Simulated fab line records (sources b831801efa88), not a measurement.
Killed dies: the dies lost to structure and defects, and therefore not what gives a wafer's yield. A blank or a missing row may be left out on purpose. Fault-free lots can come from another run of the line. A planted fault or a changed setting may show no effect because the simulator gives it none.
A single fault, viewed from 2 desks / flow sfq line / what lay behind the numbers comes last; until then each desk has only its own

## FROM THE METROLOGY DESK
Means of the sampled wafers that have a number, per lot and without regard to the tool the lot ran on: this is what the gauges read. A lot is out of limits, marked OUT, if its mean lies more than 4 standard deviations from the usual mean; the brackets give that distance.
Columns: A = I1_BOW at SFQ_I1_BOW_MEAS_912, usual 3 um; B = I1_OVL at SFQ_I1_OVL_MEAS_913, usual -1 nm; C = M2_NB_RS at SFQ_M2_RS_MEAS_914, usual 0.890 ohm/sq
lot=L685; first seen here=day 14 02:04; A=-3; B=5; C=0.886
lot=L691; first seen here=day 15 19:52; A=6; B=-4; C=0.891
lot=L692; first seen here=day 16 07:52; A=-1; B=2; C=0.880
lot=L699; first seen here=day 18 13:05; A=6; B=-7; C=0.897
lot=L700; first seen here=day 18 22:28; A=14; B=-1; C=0.880
lot=L701; first seen here=day 19 04:28; A=-9; B=-2; C=0.881
lot=L705; first seen here=day 20 08:04; A=6; B=0; C=0.890
Result from this desk: across the 7 lots, nothing is out of limits.

## DESK OF THE TOOL OWNER: rie diel-01
The tool's own readings at SFQ_TRILAYER_I1_VIA_BARC_OPEN_VIA_ETCH_071 (etches BARC in O2, target depth 125 nm, time 41.7 s): means of the sampled wafers that have a number, for each lot that ran on this tool. A lot is out of limits, marked OUT, if its mean lies more than 4 standard deviations from the usual mean; the brackets give that distance.
Columns: A = bias w at SFQ_TRILAYER_I1_VIA_BARC_OPEN_VIA_ETCH_071, usual 79.96 W; B = chamber pressure mTorr at SFQ_TRILAYER_I1_VIA_BARC_OPEN_VIA_ETCH_071, usual 29.998 mTorr; C = drypump motor current A at SFQ_TRILAYER_I1_VIA_BARC_OPEN_VIA_ETCH_071, usual 5.6 A; D = oes product au at SFQ_TRILAYER_I1_VIA_BARC_OPEN_VIA_ETCH_071, usual 0.685 a.u.
lot=L691; first seen here=day 18 18:59; A=79.90; B=30.010; C=5.7; D=0.685
lot=L705; first seen here=day 25 18:55; A=80.09; B=29.980; C=5.9; D=0.687
Result from this desk: across the 2 lots, nothing is out of limits.

## PUT TOGETHER
The metrology desk saw nothing out of limits.
Nothing out of limits was seen by the tool owner's desk.

## WHAT THE SIMULATOR HAD INSERTED
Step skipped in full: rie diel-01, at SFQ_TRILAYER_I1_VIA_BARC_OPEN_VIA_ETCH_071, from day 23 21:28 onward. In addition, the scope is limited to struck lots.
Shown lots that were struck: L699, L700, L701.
